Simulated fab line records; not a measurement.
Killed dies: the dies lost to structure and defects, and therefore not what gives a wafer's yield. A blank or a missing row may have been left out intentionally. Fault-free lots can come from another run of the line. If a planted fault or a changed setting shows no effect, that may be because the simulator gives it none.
Which tool did it? ; flow gf180mcu ; 18 wafers from 6 lots sampled at 4 of the route's 602 steps

== WHAT EACH GAUGE READ, for each wafer ==
GF_PASSIVATION_THK_MEAS_03.
lot;measured;on;PASSIVATION_CVD_02_THK (nm)
L135;day 28 11:43;film_metro-01;695 706 704
L139;day 29 16:46;film_metro-03;703 708 704
L142;day 30 23:17;film_metro-03;709 693 715
L150;day 32 17:32;film_metro-03;695 1133 681
L154;day 33 14:10;film_metro-03;694 714 706
L157;day 34 16:59;film_metro-03;705 701 717

== WHAT TOOL EACH LOT RAN ON (gives the tool, then ch and the chambers of the sampled wafers, and finally the start) ==
lot;GF_V5_ETCH_16;GF_V5_STRIP_18;GF_PASSIVATION_CVD_02
L135;rie_diel-02 ch 2,3, day 27 12:25;plasma_asher-01 ch 0,1, day 27 12:35;pecvd-02 ch 1,2, day 28 11:25
L139;rie_diel-01 ch 0,2, day 28 17:20;plasma_asher-01 ch 0,1, day 28 17:31;pecvd-03 ch 1,2, day 29 16:28
L142;rie_diel-04 ch 0,1,3, day 30 02:10;plasma_asher-04 ch 1, day 30 02:19;pecvd-03 ch 0,1,2, day 30 23:00
L150;rie_diel-04 ch 1,2,3, day 31 21:45;plasma_asher-01 ch 0,1, day 31 21:54;pecvd-03 ch 0,1,2, day 32 17:16
L154;rie_diel-04 ch 0,1,3, day 32 19:17;plasma_asher-01 ch 0,1, day 32 19:26;pecvd-02 ch 1,2, day 33 13:52
L157;rie_diel-02 ch 0,1,3, day 33 23:25;plasma_asher-02 ch 0,1, day 33 23:34;pecvd-02 ch 0,2, day 34 16:42
- GF_V5_ETCH_16: etches BARC in N2/H2.
- GF_V5_STRIP_18: strips in O2/N2.
- GF_PASSIVATION_CVD_02: deposits Si3N4, target thk 700 nm, time 486.18 s.

== THE ANSWER, worked out from the rows above alone ==
Rule: usual is defined by the lots themselves. Put in order of their means at a reading, lots are off if they are a third of the lots or fewer, leave a main group of 4 or more, and stand apart from it by a gap of 3 or more times the standard deviation of the main group's means; of several such gaps the widest counts. A main group is skipped when, at the precision printed for the reading in the tables above, its means are all equal. A lot without any number at a reading at which 4 lots or more have one is off too. Where the step has rows for the other lots, those lots are counted as sound.
Off: L150, seen at GF_PASSIVATION_THK_MEAS_03 (PASSIVATION_CVD_02_THK). For the main group the mean is 705 nm and the standard deviation 1.9.
A tool fits if, at a process step before that reading, it ran every lot that is off, and no sound lot after the first of them. The gauges at GF_PASSIVATION_THK_MEAS_03 are tried like those tools. One candidate fits, namely pecvd-03 at GF_PASSIVATION_CVD_02. A fault onset in the window from L142 (day 30 23:00, its last sound lot) to L150 (day 32 17:16, its first lot off) fits.

== WHAT THE SIMULATOR HAD INSERTED ==
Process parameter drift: pecvd-03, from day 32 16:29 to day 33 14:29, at GF_PASSIVATION_CVD_02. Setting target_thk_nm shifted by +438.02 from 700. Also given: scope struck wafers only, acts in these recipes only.
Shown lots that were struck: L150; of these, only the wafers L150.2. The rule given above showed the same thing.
